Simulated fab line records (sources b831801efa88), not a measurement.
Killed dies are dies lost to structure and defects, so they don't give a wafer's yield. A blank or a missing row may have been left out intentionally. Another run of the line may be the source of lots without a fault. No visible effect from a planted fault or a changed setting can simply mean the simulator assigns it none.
Chamber matching + flow gf180mcu + GF_V3_CMP_04 on cmp-01 has 4 sister chambers
The step polishes SiO2. 4 wafers are shown with their chamber, then 6 later ones without.

## WAFERS PAIRED WITH THEIR CHAMBERS
| wafer  | chamber | motor_current_A (A) |
|--------|---------|---------------------|
| L355.3 | 2       | 11.7                |
| L355.5 | 0       | 10.7                |
| L358.3 | 1       | 11.9                |
| L358.4 | 3       | 11.0                |

## WAFERS WHOSE CHAMBER IS MISSING
| wafer  | motor_current_A (A) |
|--------|---------------------|
| L358.6 | 11.9                |
| L359.1 | 11.4                |
| L359.3 | 10.5                |
| L368.2 | 12.6                |
| L368.4 | 11.1                |
| L368.5 | 11.0                |

## CHAMBER TAKEN BY EACH
| wafer  | from the rows above               | in truth |
|--------|-----------------------------------|----------|
| L358.6 | can't be placed: 1 or 2           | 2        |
| L359.1 | can't be placed: 2 or 3 or 1 or 0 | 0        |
| L359.3 | can't be placed: 0 or 3           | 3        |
| L368.2 | can't be placed: 1 or 2           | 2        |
| L368.4 | can't be placed: 3 or 0 or 2      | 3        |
| L368.5 | can't be placed: 3 or 0           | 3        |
Placed correctly: 0 of 6. Unplaceable from these rows: 6, with the true chamber sitting among the candidates in 6. 0 placed wrongly.
How it was worked out, from the rows above alone: a wafer's distance from a chamber is the root of the sum, over the readings, of the square of ((its reading less the chamber's mean) divided by the reading's scatter). The wafer belongs to the nearest chamber; if the next one is less than 2 further off, it can't be placed. The mean given for a chamber averages the wafers shown for that chamber. The scatter: with one shown wafer a chamber, the root of the mean of the squares of how far each hidden wafer lies from its nearest shown one.
